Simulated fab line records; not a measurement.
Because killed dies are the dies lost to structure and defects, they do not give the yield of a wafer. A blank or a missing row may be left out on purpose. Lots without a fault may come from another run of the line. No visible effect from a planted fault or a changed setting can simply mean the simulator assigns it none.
A struck lot beside a sound one | flow sfq-line | 14 out of 325 route steps
Sound: the wafers L886.1, L886.2, L886.5. Struck: wafer L897.4. (L897.3, L897.6 of the same lot were not struck and are left out.) The cause comes at the end.
Per side, at each step with rows, come the tool, then ch with its chambers, and then its first start. Under that, the readings that differ: sound wafers | struck wafers | difference of the means | sigmas: that difference in standard deviations of wafers without a fault.
alike: a reading whose means differ by less than 2 such deviations, as well as words and numbers matching on both sides. not compared: withheld readings; readings where some wafer has no value; bounds like >300 that might hide an equal value; numbers whose values overlap and for which the record gives no deviation.
A row with sigmas, a row that says differs or no value, or rows on one side alone: a step with any of these is where the two part. Non-overlapping numbers with no deviation appear without sigmas and do not part them. A reading that every wafer of one side lacks parts them only if that side has two wafers or more.

first, 2 steps without rows for these wafers: SFQ_TRILAYER_I0_VIA_STRIP_SOLV_CLEAN_036 (cleans in NMP, time 600 s); SFQ_TRILAYER_M1_DEP_PRE_CLEAN_038 (time 22.5 s).
SFQ_TRILAYER_M1_DEP_SPUTTER_037: material Nb, target thk 200 nm, time 133.3 s.
  sound on pvd-sputter-03, day 21 17:29; struck on pvd-sputter-03, day 26 00:58
  alike: throttle-valve-pct
SFQ_M1_RS_MEAS_909: a four-point-probe measurement.
  sound on film-metro-02, day 21 17:35; struck on film-metro-02, day 26 01:06
  alike: M1_NB_RS
then, 6 steps without rows for these wafers: SFQ_TRILAYER_M1_LITHO_COAT_044 (resist thk 62 nm); SFQ_TRILAYER_M1_LITHO_COAT_039 (resist thk 600 nm); SFQ_TRILAYER_M1_LITHO_SOFTBAKE_043; SFQ_TRILAYER_M1_LITHO_EXPOSE_040 (exposes mask M1, target cd 500 nm); SFQ_TRILAYER_M1_LITHO_PEB_042 (peb time 60 s); SFQ_TRILAYER_M1_LITHO_DEVELOP_041 (time 60 s).
-- the record jumps here: 6 days lie between the struck wafers' starts before and after --
SFQ_M1_OVL_MEAS_911:
  sound on overlay-01, day 27 18:06; struck on overlay-02, day 31 22:17
  alike: M1_OVL
SFQ_TRILAYER_M1_BARC_OPEN_METAL_ETCH_054: etches BARC in O2, target depth 125 nm, time 41.7 s.
  sound on rie-metal-04 ch 0,1, day 27 18:08; struck on rie-metal-03 ch 0, day 31 22:20
  reading                                             | sound             | struck | difference | sigmas
  drypump-motor-current-A (A)                         | 5.93 5.77 5.94    | 6.49   | +0.61      | +2
  model.KrF_of_TRILAYER_M1_LITHO_COAT_039.thk-nm (nm) | 523.1 523.6 523.4 | 544.3  | +20.9      |
  alike: oes-product-au
  not compared: rf-hours-counter-h
SFQ_TRILAYER_M1_ETCH_METAL_ETCH_042: etches Nb in Cl2/Ar, stops on SiO2, target depth 240 nm, time 120 s.
  sound on rie-metal-04 ch 0,1, day 27 18:12; struck on rie-metal-03 ch 0, day 31 22:25
  reading                                             | sound             | struck | difference | sigmas
  model.KrF_of_TRILAYER_M1_LITHO_COAT_039.thk-nm (nm) | 381.2 381.3 380.8 | 405.6  | +24.5      |
  alike: drypump-motor-current-A, oes-product-au
  not compared: rf-hours-counter-h
SFQ_TRILAYER_M1_STRIP_STRIP_043: strips in O2.
  sound on rie-metal-04 ch 0,1, day 27 18:19; struck on rie-metal-03 ch 0, day 31 22:42
  alike: drypump-motor-current-A, oes-product-au
  not compared: rf-hours-counter-h

WHERE THEY PART
Only at SFQ_TRILAYER_M1_BARC_OPEN_METAL_ETCH_054, within this record. Later steps at which nothing parts them and some readings are alike: SFQ_TRILAYER_M1_ETCH_METAL_ETCH_042, SFQ_TRILAYER_M1_STRIP_STRIP_043.

WHY: the cause the simulator had injected
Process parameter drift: rie-metal-03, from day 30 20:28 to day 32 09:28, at SFQ_TRILAYER_M1_BARC_OPEN_METAL_ETCH_054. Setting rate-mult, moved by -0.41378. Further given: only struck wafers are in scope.
